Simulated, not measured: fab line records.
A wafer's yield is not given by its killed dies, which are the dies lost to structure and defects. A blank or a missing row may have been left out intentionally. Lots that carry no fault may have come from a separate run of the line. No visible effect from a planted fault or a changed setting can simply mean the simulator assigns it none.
fab line records / flow gf180mcu
record lots=6 wafers=18 lastDay=36
route steps=602 shown V2@382
lots that met no fault: taken from a fault-free run of the same line
startH: hours from the record's opening day to when the first of the lot's shown wafers began / waitH: hours elapsed since this lot's preceding step / " the same as in the row above / L1.1+2: several wafers, shown together as one row / - no value present, or no start provided / * or withheld: withheld / < > ~ a bound
route shown NAME@n: names a module that has steps shown in the file, with the first one's number in the route / usual: mean/standard deviation taken from wafers without a fault / same: alike in all rows / chamber/n: place in a boat / sites: readings site by site / _std_site: standard deviation across them / _edge_site: inner sites' mean taken away from outer sites' mean / radiusMm: how far each site lies from the wafer's centre / mask NAME#n: copy n / behind: the last tool/chamber to shape the wafer / hold: reason for holding the lot/hours on hold/outcome of the hold / device: transistor that didn't switch, given as n, p or np / end of line: the same wafers' tests at the end of the route / step lacking rows: just its recipe / killed: dies lost to structure and defects at the first sort, not the wafer's yield / map: per-die view of a wafer (x killed, . not killed, _ where there is no die)
set.NAME: the run value of the setting; set.NAME@STEP: its run value at that earlier step / model.NAME: the simulator's own value behind a step, which no gauge read
lots seen at some steps along the route; tables by step, rows by wafer
services: a tool's chamber out of use, with start hour (startH, from the record's first day; less than 0 if before it), hours out, and reason
## steps
# step GF_V2_CVD_00
# recipe material=SiO2 targetThkNm=600 sigmaOpenFrac=0.3 tempC=400 timeS=100 sih4FlowSccm=60 pressureMtorr=6
# step GF_V2_THK_MEAS_01
# recipe reads=SiO2_of_V2_CVD_00
# usual V2_CVD_00_THK=602/7
lot.wafer=L351.2 tool=filmMetro-03 chamber=- startH=571.35 waitH=0.0 V2_CVD_00_THK[nm]=602
lot.wafer=L351.3 tool=filmMetro-03 chamber=- startH=571.35 waitH=0.0 V2_CVD_00_THK[nm]=601
lot.wafer=L351.6 tool=filmMetro-03 chamber=- startH=571.35 waitH=0.0 V2_CVD_00_THK[nm]=591
lot.wafer=L352.1 tool=filmMetro-04 chamber=- startH=576.49 waitH=0.0 V2_CVD_00_THK[nm]=609
lot.wafer=L352.2 tool=filmMetro-04 chamber=- startH=576.49 waitH=0.0 V2_CVD_00_THK[nm]=611
lot.wafer=L352.5 tool=filmMetro-04 chamber=- startH=576.49 waitH=0.0 V2_CVD_00_THK[nm]=608
lot.wafer=L353.1 tool=filmMetro-02 chamber=- startH=589.88 waitH=0.0 V2_CVD_00_THK[nm]=601
lot.wafer=L353.4 tool=filmMetro-02 chamber=- startH=589.88 waitH=0.0 V2_CVD_00_THK[nm]=600
lot.wafer=L353.5 tool=filmMetro-02 chamber=- startH=589.88 waitH=0.0 V2_CVD_00_THK[nm]=606
lot.wafer=L357.1 tool=filmMetro-02 chamber=- startH=616.62 waitH=0.0 V2_CVD_00_THK[nm]=595
lot.wafer=L357.3 tool=filmMetro-02 chamber=- startH=616.62 waitH=0.0 V2_CVD_00_THK[nm]=600
lot.wafer=L357.4 tool=filmMetro-02 chamber=- startH=616.62 waitH=0.0 V2_CVD_00_THK[nm]=596
lot.wafer=L362.1 tool=filmMetro-02 chamber=- startH=647.82 waitH=0.0 V2_CVD_00_THK[nm]=596
lot.wafer=L362.3 tool=filmMetro-02 chamber=- startH=647.82 waitH=0.0 V2_CVD_00_THK[nm]=603
lot.wafer=L362.4 tool=filmMetro-02 chamber=- startH=647.82 waitH=0.0 V2_CVD_00_THK[nm]=599
lot.wafer=L363.1 tool=filmMetro-03 chamber=- startH=655.65 waitH=0.0 V2_CVD_00_THK[nm]=611
lot.wafer=L363.2 tool=filmMetro-03 chamber=- startH=655.65 waitH=0.0 V2_CVD_00_THK[nm]=596
lot.wafer=L363.3 tool=filmMetro-03 chamber=- startH=655.65 waitH=0.0 V2_CVD_00_THK[nm]=599
# step GF_V2_CVD_02
# recipe material=SiO2 targetThkNm=850 precursor=TEOS tempC=400 timeS=94.851 rfW=600
# usual heaterPowerW=710/75
lot.wafer=L351.2 tool=pecvd-02 chamber=1 startH=571.40 waitH=0.0 heaterPowerW=676
lot.wafer=L351.3 tool=pecvd-02 chamber=2 startH=571.40 waitH=0.0 heaterPowerW=636
lot.wafer=L351.6 tool=pecvd-02 chamber=0 startH=571.40 waitH=0.0 heaterPowerW=821
lot.wafer=L352.1 tool=pecvd-02 chamber=0 startH=576.55 waitH=0.1 heaterPowerW=721
lot.wafer=L352.2 tool=pecvd-02 chamber=1 startH=576.55 waitH=0.1 heaterPowerW=857
lot.wafer=L352.5 tool=pecvd-02 chamber=2 startH=576.55 waitH=0.1 heaterPowerW=694
lot.wafer=L353.1 tool=pecvd-01 chamber=2 startH=589.94 waitH=0.1 heaterPowerW=655
lot.wafer=L353.4 tool=pecvd-01 chamber=1 startH=589.94 waitH=0.1 heaterPowerW=626
lot.wafer=L353.5 tool=pecvd-01 chamber=2 startH=589.94 waitH=0.1 heaterPowerW=698
lot.wafer=L357.1 tool=pecvd-02 chamber=2 startH=616.68 waitH=0.1 heaterPowerW=649
lot.wafer=L357.3 tool=pecvd-02 chamber=0 startH=616.68 waitH=0.1 heaterPowerW=744
lot.wafer=L357.4 tool=pecvd-02 chamber=1 startH=616.68 waitH=0.1 heaterPowerW=818
lot.wafer=L362.1 tool=pecvd-03 chamber=1 startH=647.88 waitH=0.1 heaterPowerW=723
lot.wafer=L362.3 tool=pecvd-03 chamber=0 startH=647.88 waitH=0.1 heaterPowerW=598
lot.wafer=L362.4 tool=pecvd-03 chamber=2 startH=647.88 waitH=0.1 heaterPowerW=743
lot.wafer=L363.1 tool=pecvd-02 chamber=2 startH=655.71 waitH=0.1 heaterPowerW=712
lot.wafer=L363.2 tool=pecvd-02 chamber=1 startH=655.71 waitH=0.1 heaterPowerW=772
lot.wafer=L363.3 tool=pecvd-02 chamber=0 startH=655.71 waitH=0.1 heaterPowerW=726
# step GF_V2_THK_MEAS_03
# recipe reads=SiO2_of_V2_CVD_02
# usual V2_CVD_02_THK=847/12
lot.wafer=L351.2 tool=filmMetro-04 chamber=- startH=571.48 waitH=0.0 V2_CVD_02_THK[nm]=847
lot.wafer=L351.3 tool=filmMetro-04 chamber=- startH=571.48 waitH=0.0 V2_CVD_02_THK[nm]=839
lot.wafer=L351.6 tool=filmMetro-04 chamber=- startH=571.48 waitH=0.0 V2_CVD_02_THK[nm]=849
lot.wafer=L352.1 tool=filmMetro-04 chamber=- startH=576.61 waitH=0.0 V2_CVD_02_THK[nm]=824
lot.wafer=L352.2 tool=filmMetro-04 chamber=- startH=576.61 waitH=0.0 V2_CVD_02_THK[nm]=839
lot.wafer=L352.5 tool=filmMetro-04 chamber=- startH=576.61 waitH=0.0 V2_CVD_02_THK[nm]=852
lot.wafer=L353.1 tool=filmMetro-04 chamber=- startH=590.01 waitH=0.0 V2_CVD_02_THK[nm]=843
lot.wafer=L353.4 tool=filmMetro-04 chamber=- startH=590.01 waitH=0.0 V2_CVD_02_THK[nm]=855
lot.wafer=L353.5 tool=filmMetro-04 chamber=- startH=590.01 waitH=0.0 V2_CVD_02_THK[nm]=844
lot.wafer=L357.1 tool=filmMetro-04 chamber=- startH=616.75 waitH=0.0 V2_CVD_02_THK[nm]=840
lot.wafer=L357.3 tool=filmMetro-04 chamber=- startH=616.75 waitH=0.0 V2_CVD_02_THK[nm]=820
lot.wafer=L357.4 tool=filmMetro-04 chamber=- startH=616.75 waitH=0.0 V2_CVD_02_THK[nm]=849
lot.wafer=L362.1 tool=filmMetro-03 chamber=- startH=647.95 waitH=0.0 V2_CVD_02_THK[nm]=841
lot.wafer=L362.3 tool=filmMetro-03 chamber=- startH=647.95 waitH=0.0 V2_CVD_02_THK[nm]=826
lot.wafer=L362.4 tool=filmMetro-03 chamber=- startH=647.95 waitH=0.0 V2_CVD_02_THK[nm]=848
lot.wafer=L363.1 tool=filmMetro-04 chamber=- startH=655.78 waitH=0.0 V2_CVD_02_THK[nm]=848
lot.wafer=L363.2 tool=filmMetro-04 chamber=- startH=655.78 waitH=0.0 V2_CVD_02_THK[nm]=846
lot.wafer=L363.3 tool=filmMetro-04 chamber=- startH=655.78 waitH=0.0 V2_CVD_02_THK[nm]=823
# step GF_V2_CMP_04
# recipe material=SiO2 downForcePsi=4 platenRpm=60 padVelocityMS=0.94248
# usual motorCurrentA=11.5/0.75 slurryFlowMlMin=150.0/0.45 timeToEndpointS=79/6.8
lot.wafer=L351.3 tool=cmp-02 chamber=0 startH=571.53 waitH=0.0 motorCurrentA=12.2 slurryFlowMlMin=149.0 timeToEndpointS=75
lot.wafer=L351.2 tool=cmp-02 chamber=1 startH=571.53 waitH=0.0 motorCurrentA=10.6 slurryFlowMlMin=150.2 timeToEndpointS=85
lot.wafer=L351.6 tool=cmp-02 chamber=0 startH=571.53 waitH=0.0 motorCurrentA=11.4 slurryFlowMlMin=149.6 timeToEndpointS=76
lot.wafer=L352.2 tool=cmp-02 chamber=2 startH=576.92 waitH=0.3 motorCurrentA=10.4 slurryFlowMlMin=150.0 timeToEndpointS=68
lot.wafer=L352.1 tool=cmp-02 chamber=3 startH=576.92 waitH=0.3 motorCurrentA=11.0 slurryFlowMlMin=150.2 timeToEndpointS=69
lot.wafer=L352.5 tool=cmp-02 chamber=3 startH=576.92 waitH=0.3 motorCurrentA=10.9 slurryFlowMlMin=149.1 timeToEndpointS=78
lot.wafer=L353.4 tool=cmp-02 chamber=2 startH=590.12 waitH=0.1 motorCurrentA=10.9 slurryFlowMlMin=149.3 timeToEndpointS=77
lot.wafer=L353.1 tool=cmp-02 chamber=3 startH=590.12 waitH=0.1 motorCurrentA=11.4 slurryFlowMlMin=149.9 timeToEndpointS=77
lot.wafer=L353.5 tool=cmp-02 chamber=2 startH=590.12 waitH=0.1 motorCurrentA=11.1 slurryFlowMlMin=149.4 timeToEndpointS=73
lot.wafer=L357.3 tool=cmp-02 chamber=0 startH=616.81 waitH=0.0 motorCurrentA=11.8 slurryFlowMlMin=149.5 timeToEndpointS=67
lot.wafer=L357.4 tool=cmp-02 chamber=1 startH=616.81 waitH=0.0 motorCurrentA=10.6 slurryFlowMlMin=150.6 timeToEndpointS=87
lot.wafer=L357.1 tool=cmp-02 chamber=3 startH=616.81 waitH=0.0 motorCurrentA=11.1 slurryFlowMlMin=150.1 timeToEndpointS=75
lot.wafer=L362.3 tool=cmp-01 chamber=2 startH=648.01 waitH=0.0 motorCurrentA=11.4 slurryFlowMlMin=149.6 timeToEndpointS=70
lot.wafer=L362.1 tool=cmp-01 chamber=3 startH=648.01 waitH=0.0 motorCurrentA=12.7 slurryFlowMlMin=149.6 timeToEndpointS=82
lot.wafer=L362.4 tool=cmp-01 chamber=0 startH=648.01 waitH=0.0 motorCurrentA=12.0 slurryFlowMlMin=150.4 timeToEndpointS=79
lot.wafer=L363.2 tool=cmp-01 chamber=0 startH=655.84 waitH=0.0 motorCurrentA=12.0 slurryFlowMlMin=150.6 timeToEndpointS=76
lot.wafer=L363.1 tool=cmp-01 chamber=1 startH=655.84 waitH=0.0 motorCurrentA=10.9 slurryFlowMlMin=150.5 timeToEndpointS=74
lot.wafer=L363.3 tool=cmp-01 chamber=3 startH=655.84 waitH=0.0 motorCurrentA=12.7 slurryFlowMlMin=150.2 timeToEndpointS=73
# step GF_V2_BOW_MEAS_05
# recipe mode=bow
# usual V2_BOW=100/8.5
lot.wafer=L351.2 tool=filmMetro-02 chamber=- startH=571.85 waitH=0.2 V2_BOW[um]=107
lot.wafer=L351.3 tool=filmMetro-02 chamber=- startH=571.85 waitH=0.2 V2_BOW[um]=98
lot.wafer=L351.6 tool=filmMetro-02 chamber=- startH=571.85 waitH=0.2 V2_BOW[um]=88
lot.wafer=L352.1 tool=filmMetro-04 chamber=- startH=577.22 waitH=0.2 V2_BOW[um]=93
lot.wafer=L352.2 tool=filmMetro-04 chamber=- startH=577.22 waitH=0.2 V2_BOW[um]=114
lot.wafer=L352.5 tool=filmMetro-04 chamber=- startH=577.22 waitH=0.2 V2_BOW[um]=105
lot.wafer=L353.1 tool=filmMetro-04 chamber=- startH=590.37 waitH=0.1 V2_BOW[um]=99
lot.wafer=L353.4 tool=filmMetro-04 chamber=- startH=590.37 waitH=0.1 V2_BOW[um]=96
lot.wafer=L353.5 tool=filmMetro-04 chamber=- startH=590.37 waitH=0.1 V2_BOW[um]=103
lot.wafer=L357.1 tool=filmMetro-03 chamber=- startH=617.11 waitH=0.1 V2_BOW[um]=105
lot.wafer=L357.3 tool=filmMetro-03 chamber=- startH=617.11 waitH=0.1 V2_BOW[um]=96
lot.wafer=L357.4 tool=filmMetro-03 chamber=- startH=617.11 waitH=0.1 V2_BOW[um]=98
lot.wafer=L362.1 tool=filmMetro-04 chamber=- startH=648.31 waitH=0.2 V2_BOW[um]=101
lot.wafer=L362.3 tool=filmMetro-04 chamber=- startH=648.31 waitH=0.2 V2_BOW[um]=96
lot.wafer=L362.4 tool=filmMetro-04 chamber=- startH=648.31 waitH=0.2 V2_BOW[um]=93
lot.wafer=L363.1 tool=filmMetro-02 chamber=- startH=656.14 waitH=0.2 V2_BOW[um]=87
lot.wafer=L363.2 tool=filmMetro-02 chamber=- startH=656.14 waitH=0.2 V2_BOW[um]=95
lot.wafer=L363.3 tool=filmMetro-02 chamber=- startH=656.14 waitH=0.2 V2_BOW[um]=97
# step GF_V2_DEHYDRATE_06
# recipe tempC=200 timeS=60
# step GF_V2_HMDS_07
# recipe primeTimeS=60 primeTempC=120
# step GF_V2_COAT_08
# recipe resist=BARC tempC=withheld timeS=withheld spinRpm=withheld resistThkNm=withheld
# step GF_V2_COAT_09
# recipe resist=KrF spinRpm=withheld resistThkNm=1000
# step GF_V2_SOFTBAKE_10
# recipe tempC=130 timeS=60 resist=KrF
# step GF_V2_EXPOSE_11
# recipe maskId=Via2 targetCdNm=260 na=0.68 sourceShape=conventional sigmaOuter=0.6 doseMj=38
# step GF_V2_PEB_12
# recipe pebTempC=135 pebTimeS=90 resist=KrF
# usual chillPlateTempC=23.00/0.11 exhaustPa=45.1/0.99
lot.wafer=L351.2 tool=lithoTrack-04 chamber=0 startH=594.65 waitH=- chillPlateTempC=23.00 exhaustPa=45.7
lot.wafer=L351.3 tool=lithoTrack-04 chamber=0 startH=594.65 waitH=- chillPlateTempC=23.05 exhaustPa=45.3
lot.wafer=L351.6 tool=lithoTrack-04 chamber=0 startH=594.65 waitH=- chillPlateTempC=22.85 exhaustPa=45.4
lot.wafer=L352.1 tool=lithoTrack-02 chamber=- startH=600.45 waitH=- chillPlateTempC=- exhaustPa=-
lot.wafer=L352.2 tool=lithoTrack-02 chamber=- startH=600.45 waitH=- chillPlateTempC=- exhaustPa=-
lot.wafer=L352.5 tool=lithoTrack-02 chamber=- startH=600.45 waitH=- chillPlateTempC=- exhaustPa=-
lot.wafer=L353.1 tool=lithoTrack-02 chamber=- startH=612.55 waitH=- chillPlateTempC=- exhaustPa=-
lot.wafer=L353.4 tool=lithoTrack-02 chamber=- startH=612.55 waitH=- chillPlateTempC=- exhaustPa=-
lot.wafer=L353.5 tool=lithoTrack-02 chamber=- startH=612.55 waitH=- chillPlateTempC=- exhaustPa=-
lot.wafer=L357.1 tool=lithoTrack-01 chamber=0 startH=638.40 waitH=- chillPlateTempC=22.78 exhaustPa=46.6
lot.wafer=L357.3 tool=lithoTrack-01 chamber=0 startH=638.40 waitH=- chillPlateTempC=22.98 exhaustPa=45.3
lot.wafer=L357.4 tool=lithoTrack-01 chamber=0 startH=638.40 waitH=- chillPlateTempC=22.91 exhaustPa=43.8
lot.wafer=L362.1 tool=lithoTrack-02 chamber=0 startH=668.85 waitH=- chillPlateTempC=23.07 exhaustPa=44.3
lot.wafer=L362.3 tool=lithoTrack-02 chamber=0 startH=668.85 waitH=- chillPlateTempC=22.96 exhaustPa=44.1
lot.wafer=L362.4 tool=lithoTrack-02 chamber=0 startH=668.85 waitH=- chillPlateTempC=23.09 exhaustPa=45.3
lot.wafer=L363.1 tool=lithoTrack-01 chamber=0 startH=676.40 waitH=- chillPlateTempC=23.00 exhaustPa=45.9
lot.wafer=L363.2 tool=lithoTrack-01 chamber=0 startH=676.40 waitH=- chillPlateTempC=23.03 exhaustPa=44.7
lot.wafer=L363.3 tool=lithoTrack-01 chamber=0 startH=676.40 waitH=- chillPlateTempC=22.95 exhaustPa=44.6
# step GF_V2_DEVELOP_13
# recipe developTimeS=60 resist=KrF devTempC=21
## services
tool=pecvd-02 chamber=- startH=556.02 hours=6.0 kind=pm
tool=pecvd-03 chamber=2 startH=559.19 hours=11.5 kind=repair
tool=cmp-01 chamber=- startH=569.28 hours=4.2 kind=repair
tool=cmp-01 chamber=- startH=573.50 hours=4.0 kind=pm
tool=cmp-01 chamber=- startH=577.50 hours=- kind=consumableReplace:conditioner
tool=cmp-01 chamber=- startH=577.50 hours=- kind=consumableReplace:pad
tool=pecvd-02 chamber=- startH=583.44 hours=2.8 kind=pm
tool=pecvd-02 chamber=- startH=591.12 hours=14.0 kind=pm
tool=pecvd-02 chamber=0 startH=591.12 hours=14.0 kind=ventCycle
tool=pecvd-02 chamber=1 startH=591.12 hours=14.0 kind=ventCycle
tool=pecvd-02 chamber=2 startH=591.12 hours=14.0 kind=ventCycle
tool=cmp-02 chamber=- startH=592.76 hours=0.5 kind=repair
tool=pecvd-02 chamber=0 startH=605.12 hours=- kind=clean
tool=pecvd-02 chamber=1 startH=605.12 hours=- kind=clean
tool=pecvd-02 chamber=2 startH=605.12 hours=- kind=clean
tool=pecvd-01 chamber=2 startH=606.62 hours=6.9 kind=repair
tool=pecvd-01 chamber=- startH=614.56 hours=1.0 kind=repair
tool=cmp-02 chamber=- startH=617.86 hours=0.6 kind=repair
tool=cmp-02 chamber=- startH=637.96 hours=0.3 kind=repair
tool=pecvd-01 chamber=- startH=643.17 hours=14.6 kind=pm
tool=pecvd-01 chamber=1 startH=657.97 hours=5.8 kind=repair
tool=pecvd-01 chamber=2 startH=658.42 hours=11.9 kind=repair
tool=cmp-02 chamber=- startH=669.88 hours=2.3 kind=repair
## key
firstSign step=GF_V2_PEB_12 reading=toolRecord direction=missing
effect none on later readings
metAt GF_V2_PEB_12
struckWafers L352.1,L352.2,L352.5,L353.1,L353.4,L353.5
laterRowsLeftOut L352.1,L352.2,L352.5,L353.1,L353.4,L353.5
sortLeftOut L352.1,L352.2,L352.5,L353.1,L353.4,L353.5
fault kind=skippedStepWhole tool=lithoTrack-02 chamber=- onsetH=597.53 steps=GF_V2_PEB_12 scope=struckLotsOnly
# sortLeftOut: the simulated sort isn't trusted on such a fault, so these wafers' sort isn't shown, and their yield isn't known
# laterRowsLeftOut: the simulator's readings of these wafers behind a module that went badly wrong aren't trusted and aren't shown, but for the sort
